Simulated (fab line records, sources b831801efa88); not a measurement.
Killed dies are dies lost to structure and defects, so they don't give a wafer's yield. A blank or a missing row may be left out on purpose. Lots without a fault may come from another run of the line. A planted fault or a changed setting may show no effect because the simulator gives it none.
fab line records | flow sky130
record lots=5 wafers=15 last_day=50
route steps=708 shown LDD_P@259 LDD_HVN@267 PAD_OPEN@708
lots that met no fault: from a run of the same line without faults
start_h: hours from the record's first day to the start of the lot's first wafer shown | wait_h: hours since the lot's step before | " the same as in the row above | L1.1+2: a row that stands for several wafers | - no value, or no start given | * or withheld: withheld | < > ~ a bound
route shown NAME@n: a module of which the file shows steps, and the number in the route of the first | usual: mean/standard deviation of fault-free wafers | same: alike in all rows | chamber/n: place in a boat | sites: the reading at each site | _std_site: their standard deviation | _edge_site: outer sites' mean less inner sites' | radius_mm: how far each site lies from the wafer's centre | mask NAME#n: copy n | behind: the tool/chamber that last shaped the wafer | hold: why the lot was held/for how many hours/how that ended | device: the transistor (n, p or np) that didn't switch | end of line: the same wafers' tests at the end of the route | a step without rows: its recipe alone | killed: dies lost to structure and defects at the first sort, not the wafer's yield | map: a wafer's dies, x killed, . not, _ none there
set.NAME: the setting as run; set.NAME@STEP: as run at that earlier step | model.NAME: the simulator's own value behind a step, which no gauge read
lots at some steps of the route; a table a step, a row a wafer
services: from which hour (start_h, from the record's first day; less than 0 if before it) a tool's chamber was out of use, for how many hours, and why
## steps
# step SKY_LDD_P_EXPOSE_04
# recipe mask_id=PSDM na=0.6 source_shape=conventional sigma_outer=0.6 polarization=unpolarized target_cd_nm=380 dose_mj=138
# step SKY_LDD_P_PEB_05
# recipe temp_c=withheld time_s=* resist=NOVOLAK
# step SKY_LDD_P_DEVELOP_06
# recipe resist=NOVOLAK developer=TMAH develop_time_s=60 dev_temp_c=23
# step SKY_LDD_P_CD_MEAS_07
# recipe target_cd_nm=380
# usual cd_nm=379.8/2.5
# columns lot.wafer tool chamber start_h wait_h cd_nm
L210.1 cd_sem-02 - 454.18 0.1 379.2
L210.2 " - " " 378.4
L210.3 " - " " 378.3
L212.1 cd_sem-01 - 478.75 0.1 382.9
L212.2 " - " " 385.0
L212.6 " - " " 385.9
L218.3 cd_sem-01 - 534.17 0.1 378.8
L218.4 " - " " 379.1
L218.5 " - " " 379.8
L226.2 cd_sem-02 - 599.45 0.1 378.1
L226.3 " - " " 379.2
L226.5 " - " " 378.7
L228.1 cd_sem-01 - 611.55 0.1 380.6
L228.3 " - " " 380.2
L228.4 " - " " 379.1
# step SKY_LDD_P_OVL_MEAS_08
# usual LDD_P_OVL=-1.9/1.4
# columns lot.wafer tool chamber start_h wait_h LDD_P_OVL[nm]
L210.1 overlay-01 - 454.30 0.1 -2.4
L210.2 " - " " -4.4
L210.3 " - " " -2.3
L212.1 overlay-02 - 478.89 0.1 -4.3
L212.2 " - " " -3.2
L212.6 " - " " -4.1
L218.3 overlay-01 - 534.26 0.1 0.8
L218.4 " - " " 1.0
L218.5 " - " " -0.8
L226.2 overlay-01 - 599.56 0.1 -3.2
L226.3 " - " " -3.6
L226.5 " - " " -2.1
L228.1 overlay-02 - 611.67 0.1 -1.9
L228.3 " - " " -1.2
L228.4 " - " " -2.9
# step SKY_LDD_P_IMPLANT_09
# recipe species=BF2 energy_kev=25 dose_cm2=1e+13 tilt_deg=withheld
# step SKY_LDD_P_STRIP_10
# recipe chemistry=O2/N2 power_w=1400 pressure_mtorr=1500 platen_temp_c=withheld o2_flow_sccm=3000 n2_flow_sccm=300 overash_fraction=0.5
# usual chamber_pressure_mTorr=1499.8/1.6 drypump_motor_current_A=5.8/0.35 oes_product_au=0.716/0.0047 strip_time_to_endpoint_s=14.20/0.039
# same overash_fraction=0.5
# columns lot.wafer tool chamber start_h wait_h chamber_pressure_mTorr drypump_motor_current_A oes_product_au rf_hours_counter_h strip_time_to_endpoint_s
L210.1 plasma_asher-03 1 454.49 0.1 1498.9 5.3 0.720 30 14.19
L210.2 " 0 " " 1501.3 5.9 0.718 30 14.20
L210.3 " 1 " " 1501.5 5.3 0.718 - 14.22
L212.1 plasma_asher-04 0 479.07 0.1 1498.1 5.7 0.716 79 14.19
L212.2 " 1 " " 1498.7 6.1 0.714 79 14.20
L212.6 " 1 " " 1498.3 6.1 0.707 - 14.21
L218.3 plasma_asher-04 1 534.47 0.1 1501.0 6.1 0.716 - 14.22
L218.4 " 0 " " 1495.6 5.7 0.713 - 14.18
L218.5 " 1 " " 1500.2 6.1 0.716 - 14.16
L226.2 plasma_asher-01 1 599.74 0.1 1497.1 6.2 0.718 81 14.21
L226.3 " 1 " " 1500.6 6.2 0.721 - 14.21
L226.5 " 0 " " 1498.4 5.4 0.713 - 14.18
L228.1 plasma_asher-04 0 611.86 0.1 1501.5 5.7 0.716 93 14.19
L228.3 " 0 " " 1495.5 5.7 0.714 - 14.15
L228.4 " 1 " " 1500.0 6.1 0.711 - 14.15
# step SKY_LDD_P_TW_MEAS_11
# usual LDD_P_TW=630/4
# columns lot.wafer tool chamber start_h wait_h LDD_P_TW
L210.1 film_metro-04 - 454.59 0.1 635
L210.2 " - " " 632
L210.3 " - " " 638
L212.1 film_metro-02 - 479.17 0.1 632
L212.2 " - " " 630
L212.6 " - " " 633
L218.3 film_metro-04 - 534.56 0.1 627
L218.4 " - " " 631
L218.5 " - " " 632
L226.2 film_metro-03 - 599.85 0.1 629
L226.3 " - " " 626
L226.5 " - " " 621
L228.1 film_metro-02 - 611.96 0.1 633
L228.3 " - " " 630
L228.4 " - " " 633
# step SKY_LDD_HVN_DEHYDRATE_00
# recipe temp_c=200 time_s=60
# step SKY_LDD_HVN_HMDS_01
# recipe prime_time_s=60 prime_temp_c=120
# step SKY_LDD_HVN_COAT_02
# recipe resist=NOVOLAK spin_rpm=3000 resist_thk_nm=300
# step SKY_LDD_HVN_SOFTBAKE_03
# recipe temp_c=90 time_s=60 resist=NOVOLAK
# step SKY_LDD_HVN_EXPOSE_04
# recipe mask_id=HVNTM na=0.6 source_shape=conventional sigma_outer=0.6 polarization=unpolarized target_cd_nm=700 dose_mj=127
# same sigma_outer=0.6
# columns lot.wafer tool chamber start_h wait_h mask
L210.1+2+3 iline_stepper-02 0 469.90 - HVNTM#0
L212.1+2+6 iline_stepper-02 0 493.91 - HVNTM_R1#0
L218.3+4+5 iline_stepper-02 0 550.34 - HVNTM#0
L226.2+3+5 iline_stepper-02 0 614.62 - HVNTM#0
L228.1+3+4 iline_stepper-01 0 626.12 - HVNTM#0
# step SKY_LDD_HVN_PEB_05
# recipe temp_c=withheld time_s=* resist=NOVOLAK
# step SKY_PAD_OPEN_PROBE_99
# usual killed_at_M0_to_M3=43/6.3 killed_at_M4_up=3.1/1.9 killed_at_contacts=24/5.1 killed_at_front_end=14/4.3 killed_at_other=0.3/0.53 killed_dies=85/8.8 killed_open=46/7.1 killed_short=38/5.9
# same gross_dies=492 killed_at_back_side=0
# columns lot.wafer tool chamber start_h wait_h killed_at_M0_to_M3 killed_at_M4_up killed_at_contacts killed_at_front_end killed_at_other killed_dies killed_open killed_short
L210.1 prober-02 - 1087.55 0.1 50 2 29 23 1 105 63 41
L210.2 prober-02 - 1087.60 0.1 56 1 25 12 0 94 47 47
L210.3 prober-02 - 1087.65 0.2 39 4 27 21 1 92 50 41
L226.2 prober-02 - 1180.84 0.1 43 0 26 17 0 86 41 45
L226.3 prober-02 - 1180.89 0.2 31 3 19 17 0 70 35 35
L226.5 prober-02 - 1180.99 0.2 48 2 26 15 0 91 56 35
L228.1 prober-02 - 1187.90 0.1 41 4 31 13 0 89 40 49
L228.3 prober-02 - 1188.00 0.2 52 2 30 10 0 94 47 46
L228.4 prober-02 - 1188.05 0.2 50 3 21 14 1 89 54 34
# killed by level:class
L210.1 VIA3:geometric_particle:open=12 LI_CONTACT:geometric_particle:open=9 VIA2:geometric_particle:open=9 CONTACT:geometric_particle:open=8 METAL2:geometric_particle:short=8 POLY_GATE:geometric_particle:short=7 POLY_GATE:geometric_particle:open=7 LOCAL_INTERCONNECT:geometric_particle:short=5
L210.2 VIA3:geometric_particle:open=11 VIA1:geometric_particle:open=11 METAL2:geometric_particle:short=10 CONTACT:geometric_particle:short=8 CONTACT:geometric_particle:open=8 VIA1:geometric_particle:short=5 FIELD_ISO:geometric_particle:short=4 LI_CONTACT:geometric_particle:open=4
L210.3 VIA1:geometric_particle:open=9 FIELD_ISO:geometric_particle:short=8 LI_CONTACT:geometric_particle:open=8 CONTACT:geometric_particle:open=8 VIA2:geometric_particle:open=6 VIA3:geometric_particle:open=6 CONTACT:geometric_particle:short=5 POLY_GATE:geometric_particle:short=4
L226.2 METAL1:geometric_particle:short=12 CONTACT:geometric_particle:open=10 FIELD_ISO:geometric_particle:short=8 LOCAL_INTERCONNECT:geometric_particle:short=6 VIA1:geometric_particle:open=6 VIA2:geometric_particle:open=6 LI_CONTACT:geometric_particle:open=5 VIA2:geometric_particle:short=5
L226.3 CONTACT:geometric_particle:short=8 VIA1:geometric_particle:open=7 CONTACT:geometric_particle:open=7 FIELD_ISO:geometric_particle:open=6 VIA3:geometric_particle:open=5 FIELD_ISO:geometric_particle:short=4 METAL1:geometric_particle:short=4 POLY_GATE:geometric_particle:short=3
L226.5 VIA1:geometric_particle:open=12 CONTACT:geometric_particle:open=11 VIA2:geometric_particle:open=9 VIA3:geometric_particle:open=7 VIA2:geometric_particle:short=6 FIELD_ISO:geometric_particle:open=4 LI_CONTACT:geometric_particle:short=4 LI_CONTACT:geometric_particle:open=4
L228.1 CONTACT:geometric_particle:open=12 METAL1:geometric_particle:short=9 CONTACT:geometric_particle:short=7 LI_CONTACT:geometric_particle:open=6 VIA3:geometric_particle:short=5 POLY_GATE:geometric_particle:short=4 LOCAL_INTERCONNECT:geometric_particle:short=4 VIA1:geometric_particle:short=4
L228.3 CONTACT:geometric_particle:open=10 METAL1:geometric_particle:short=10 VIA1:geometric_particle:open=10 LI_CONTACT:geometric_particle:open=7 METAL2:geometric_particle:short=6 VIA3:geometric_particle:open=6 LI_CONTACT:geometric_particle:short=5 LOCAL_INTERCONNECT:geometric_particle:short=5
L228.4 CONTACT:geometric_particle:open=9 METAL2:geometric_particle:short=9 VIA2:geometric_particle:open=8 VIA3:geometric_particle:open=8 LI_CONTACT:geometric_particle:open=7 VIA1:geometric_particle:open=7 FIELD_ISO:geometric_particle:open=6 VIA2:geometric_particle:short=5
## services
# columns tool chamber start_h hours kind
iline_stepper-01 - 444.40 10.4 repair
iline_stepper-01 - 466.03 4.4 pm
iline_stepper-01 - 478.69 8.9 pm
iline_stepper-01 0 485.52 - calibration
plasma_asher-03 - 507.42 0.3 repair
iline_stepper-02 0 507.79 - calibration
plasma_asher-03 - 513.41 12.9 pm
plasma_asher-03 - 557.55 2.8 pm
iline_stepper-01 - 561.86 1.7 pm
plasma_asher-03 - 572.22 1.7 repair
iline_stepper-02 - 591.43 2.1 pm
iline_stepper-02 - 593.52 - consumable_replace:lamp
## key
first_sign step=SKY_LDD_HVN_EXPOSE_04 reading=mask direction=changed
effect none on later readings
met_at SKY_LDD_HVN_EXPOSE_04
struck_wafers L212.1,L212.2,L212.6
tester_left_out L212
onset_between 469.90 493.91
fault kind=wrong_mask tool=any chamber=- onset_h=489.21 steps=SKY_LDD_HVN_EXPOSE_04 aux_copy=HVNTM_R1#0 cd_offset_nm=105 scope=struck_lots_only
# tester_left_out: of these lots the tester's yield and bins aren't shown, on N5 and GAA mostly nor the transistor test; their killed dies are dies lost to structure and defects alone, not to doping, threshold or leakage, so they don't give the yield
